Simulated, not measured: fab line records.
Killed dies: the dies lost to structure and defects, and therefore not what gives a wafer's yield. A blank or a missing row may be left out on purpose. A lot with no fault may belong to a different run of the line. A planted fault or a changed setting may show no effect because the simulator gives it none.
Chamber matching    flow sky130    SKY_FIELD_ISO_ETCH_15 on rie-diel-03 has 3 sister chambers
The step etches the open film in CHF3/O2, stops on Si, target depth 180 nm, time 72 s. 6 wafers are shown with their chamber, then 5 later ones without.

WAFERS PAIRED WITH THEIR CHAMBERS
wafer   chamber  drypump-motor-current-A (A)  throttle-valve-pct (%)
L081.2  3        5.9                          8.840
L086.2  1        5.4                          8.852
L086.3  0        6.1                          8.843
L086.6  0        6.2                          8.840
L090.1  3        5.9                          8.852
L090.2  1        5.4                          8.847

WAFERS WITH NO CHAMBER GIVEN
wafer   drypump-motor-current-A (A)  throttle-valve-pct (%)
L090.4  5.9                          8.848
L095.2  6.2                          8.858
L095.3  5.4                          8.860
L097.2  6.1                          8.837
L097.4  5.4                          8.848

THE CHAMBER EACH PASSED THROUGH
wafer   from the rows above  in truth
L090.4  3                    3
L095.2  0                    0
L095.3  1                    1
L097.2  0                    0
L097.4  1                    1
Correct placement for 5 of the 5. Left unplaced by these rows: 0. Number placed wrongly: 0.
How it was worked out, from the rows above alone: a wafer's distance from a chamber is the root of the sum, over the readings, of the square of ((its reading less the chamber's mean) divided by the reading's scatter). The wafer belongs to the nearest chamber; if the next one is less than 2 further off, it can't be placed. For every chamber, the mean is computed from those of its wafers that are shown. The scatter: take each reading less its chamber's mean, square it, sum over the shown wafers, divide by the number of wafers less the number of chambers, and take the root.
